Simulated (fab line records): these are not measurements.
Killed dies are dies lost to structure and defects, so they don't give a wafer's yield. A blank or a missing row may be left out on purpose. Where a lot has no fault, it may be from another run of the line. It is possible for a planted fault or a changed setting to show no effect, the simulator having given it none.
Problem report in the 8D (eight disciplines) form, filled by code ; flow sky130 ; the parts of the form that need people (team, actions taken, sign-off) are left out

## 1. WHAT WENT WRONG
At SKY_METAL5_METAL_ETCH_15, oes_product_au averages 0.791 a.u. over 4 wafers from 3 lots, while fault-free wafers read 0.893 a.u., standard deviation 0.0047. Measured from the usual mean, that is -22 standard deviations.
The step: etches the open film in Cl2/BCl3, stops on SiO2, target depth 1260 nm, time 252 s.
First observed at day 46 20:40: wafer L333.4, on rie_metal-03. The record has a number at this step for 33 wafers belonging to 11 lots. The rule behind "out" and "out of limits": a value lying over 4 standard deviations away from the usual mean. All remaining wafers that have a number are taken as sound.

## 2. WHAT IT IS, AND WHAT IT ISN'T
question;is;is not
which readings at this step;oes_product_au;chamber_pressure_mTorr, drypump_motor_current_A, mfc_cl2_sccm, throttle_valve_pct
which lots;L333, L335, L337;L321, L322, L324, L325, L331, L332, L334, L343
which wafers of those lots;L333.4, L335.4, L335.5, L337.4;L333.3, L333.6, L335.1, L337.1, L337.2
read on which tools;rie_metal-03;rie_metal-01, rie_metal-02
when;from day 46 20:40;"up to then (20 sound wafers); but 9 sound wafers of L334, L335, L337, L343 came after"

## 3. THE SUSPECTS, EACH WITH WHAT RULES IT OUT
Counting: a tool at a process step up to the reading stays a suspect if it ran every lot that is out. Sound lots after the first of them don't rule it out here, since some wafers of a struck lot are sound.
- rie_metal-03 at SKY_METAL5_METAL_ETCH_15 (etches the open film in Cl2/BCl3, stops on SiO2, target depth 1260 nm, time 252 s): kept. It ran every lot that is out, first L333 (day 46 20:40); its last sound lot up to then is L332 (day 46 13:41). Its own readings are out on those wafers: oes_product_au.
Remaining after the count: rie_metal-03 at SKY_METAL5_METAL_ETCH_15.

## 4. THE CAUSE (what the simulator had put in)
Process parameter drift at SKY_METAL5_METAL_ETCH_15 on rie_metal-03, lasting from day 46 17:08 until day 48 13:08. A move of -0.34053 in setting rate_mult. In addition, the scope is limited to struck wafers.
This tool alone remained once counting was done.

## 5. THE EFFECT CHAIN, in route order
Each row: a reading where the mean over the struck wafers with a number is more than 3 standard deviations away from the usual. Only readings whose record carries a usual standard deviation are examined. hours: median over the lots of the time between each lot's start at the first step of this table that gives one and its start at this step. sigmas: the change, counted in usual standard deviations.
hours;step;reading;usual;on struck wafers;change;sigmas
0;SKY_METAL5_METAL_ETCH_15;oes_product_au;0.893 a.u.;0.791;-0.102;-22
0;SKY_METAL5_STRIP_16;strip_time_to_endpoint_s;13.09 s;15.99;+2.90;+31
41;SKY_PAD_OPEN_PROBE_99;defect_limited_yield;82.6 %;0.0;-82.6;-46
41;SKY_PAD_OPEN_PROBE_99;killed_at_M4_up;3.4;404.5;+401.1;+99 or more
41;SKY_PAD_OPEN_PROBE_99;killed_dies;86;492;+406;+45
41;SKY_PAD_OPEN_PROBE_99;killed_on_rim;16;96;+80;+23
41;SKY_PAD_OPEN_PROBE_99;sort_bin_5_function;10.3 %;93.2;+82.9;+59
41;SKY_PAD_OPEN_PROBE_99;sort_n_pass;406;0;-406;-45
41;SKY_PAD_OPEN_PROBE_99;sort_yield_pct;82.6 %;0.0;-82.6;-46
It contains these process steps:
- SKY_METAL5_METAL_ETCH_15: etches the open film in Cl2/BCl3, stops on SiO2, target depth 1260 nm, time 252 s.
- SKY_METAL5_STRIP_16: strips in O2/N2.
- SKY_PAD_OPEN_PROBE_99

## 6. WHAT WOULD HAVE CAUGHT IT SOONER
The fault began at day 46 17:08; the first out-of-limits reading in this record came at day 46 20:40, 4 hours later.
